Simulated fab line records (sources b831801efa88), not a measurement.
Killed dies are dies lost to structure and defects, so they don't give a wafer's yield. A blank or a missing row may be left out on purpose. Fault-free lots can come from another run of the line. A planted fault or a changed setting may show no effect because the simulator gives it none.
Struck lot and sound lot, side by side | flow sky130 | 35 steps out of a route of 708
Sound: wafers L933.1, L933.5, L933.6. Struck: wafers L948.1, L948.3, L948.6. Last of all comes the cause.
Each step with rows lists, per side, the tool, then ch with its chambers, then its first start. Under that, the readings that differ: sound wafers | struck wafers | difference of the means | sigmas: that difference in standard deviations of wafers without a fault.
alike: a reading whose means differ by less than 2 such deviations, as well as words and numbers matching on both sides. not compared: withheld readings; readings where some wafer has no value; bounds like >300 that might hide an equal value; numbers whose values overlap and for which the record gives no deviation.
The two part at a step that has a row with sigmas, a row that says differs or no value, or rows on one side only. Numbers that don't overlap but have no deviation are shown without sigmas and don't part them. A reading that every wafer of one side lacks parts them only if that side has two wafers or more.

first, 10 steps without rows for these wafers: SKY_VIA1_ETCH_15 (etches SiO2 in C4F8/O2/Ar, stops on TiN, target depth 351 nm, time 54 s); SKY_VIA1_STRIP_16 (strips in O2/N2); SKY_VIA1_STRIP_17 (strips in post etch residue remover, time 1200 s); SKY_VIA1_CLEAN_18 (cleans in IPA, time 180 s); SKY_VIA1_CLEAN_19 (cleans in O3/DIW); SKY_VIA1_SPUTTER_20 (material TiN, target thk 20 nm, time 80 s); SKY_VIA1_CVD_21 (deposits W, target thk 270 nm, time 80.902 s); SKY_VIA1_CMP_24 (polishes, stops on SiO2, t overpolish 15 s, target thk 0 nm); SKY_METAL2_SPUTTER_00 (material Ti, target thk 15 nm, time 10 s); SKY_METAL2_SPUTTER_01 (material TiN, target thk 20 nm, time 16.7 s).
SKY_METAL2_SPUTTER_02: material AlCu, target thk 250 nm, time 13.3 s.
  struck on pvdSputter-03, day 39 12:31; sound on pvdSputter-03, day 34 08:50
  alike: throttleValvePct
then, 23 steps without rows for these wafers: SKY_METAL2_SPUTTER_03 (material Ti, target thk 5 nm, time 3.3 s); SKY_METAL2_SPUTTER_04 (material TiN, target thk 70 nm, time 59.24 s); SKY_METAL2_DEHYDRATE_07 (time 60 s); SKY_METAL2_HMDS_08 (prime time 60 s); SKY_METAL2_COAT_09 (resist thk 60 nm); SKY_METAL2_COAT_10 (resist thk 450 nm); SKY_METAL2_SOFTBAKE_11 (time 90 s); SKY_METAL2_EXPOSE_12 (exposes mask MM2, target cd 140 nm); SKY_METAL2_PEB_13; SKY_METAL2_DEVELOP_14 (develop time 60 s); SKY_METAL2_DESCUM_17 (chemistry O2, time 8 s); SKY_METAL2_ETCH_18 (etches BARC in N2/H2, stops on SiO2, time 45.9 s, target depth 60 nm); SKY_METAL2_METAL_ETCH_19 (etches the open film in Cl2/BCl3, stops on SiO2, target depth 360 nm, time 78 s); SKY_METAL2_STRIP_20 (strips in O2/N2); SKY_METAL2_STRIP_21 (strips in post etch residue remover, time 1200 s); SKY_METAL2_CLEAN_22 (cleans in IPA, time 180 s); SKY_METAL2_CLEAN_23 (cleans in O3/DIW); SKY_VIA2_HDPCVD_00 (deposits SiO2, target thk 1180 nm, time 189.7 s); SKY_VIA2_CMP_02 (polishes SiO2); SKY_VIA2_DEHYDRATE_04 (time 60 s); SKY_VIA2_HMDS_05 (prime time 60 s); SKY_VIA2_COAT_06 (resist thk 60 nm); SKY_VIA2_COAT_07 (resist thk 450 nm).
-- the record jumps here: 10 days lie between the struck wafers' starts before and after (it left off in module VIA2 and takes up again in module PAD_OPEN, whose first step shown is number 708 of the route) --
SKY_PAD_OPEN_PROBE_99:
  struck on prober-01, day 49 22:28; sound on prober-01, day 45 23:41
reading                               | sound             | struck            | difference | sigmas
defectLimitedYield (%)                | 81.9 81.1 82.1    | 75.4 79.5 70.1    | -6.7       | -4
killed_at_M0_to_M3                    | 45 49 43          | 81 63 108         | +38        | +6
killedDies                            | 89 93 88          | 121 101 147       | +33        | +4
sort_bin_3_pad_short (%)              | 1.0 1.4 1.0       | 2.8 2.0 3.5       | +1.6       | +4
sort_bin_5_function (%)               | 8.7 11.2 10.4     | 14.2 12.2 19.9    | +5.3       | +4
sortNPass                             | 403 399 404       | 371 391 345       | -33        | -4
sortYieldPct (%)                      | 81.9 81.1 82.1    | 75.4 79.5 70.1    | -6.7       | -4
model.etest.tester.sortNPass          | 403 399 404       | 371 391 345       | -33        | 
model.etest.tester.sortYieldPct (%)   | 81.91 81.1 82.11  | 75.41 79.47 70.12 | -6.71      | 
model.etest.tester.sort_bin_5_pct (%) | 8.74 11.18 10.37  | 14.23 12.2 19.92  | +5.35      | 
model.etest.tester.sort_bin_3_pct (%) | 1.016 1.423 1.016 | 2.846 2.033 3.455 | +1.626     | 
  alike: killed_at_M4_up, killedAtContacts, killedAtFrontEnd, killedAtOther, killedOpen, killedShort, sort_bin_6_memory

WHERE THEY PART
Only at SKY_PAD_OPEN_PROBE_99, within this record.

WHY: what had been put in by the simulator
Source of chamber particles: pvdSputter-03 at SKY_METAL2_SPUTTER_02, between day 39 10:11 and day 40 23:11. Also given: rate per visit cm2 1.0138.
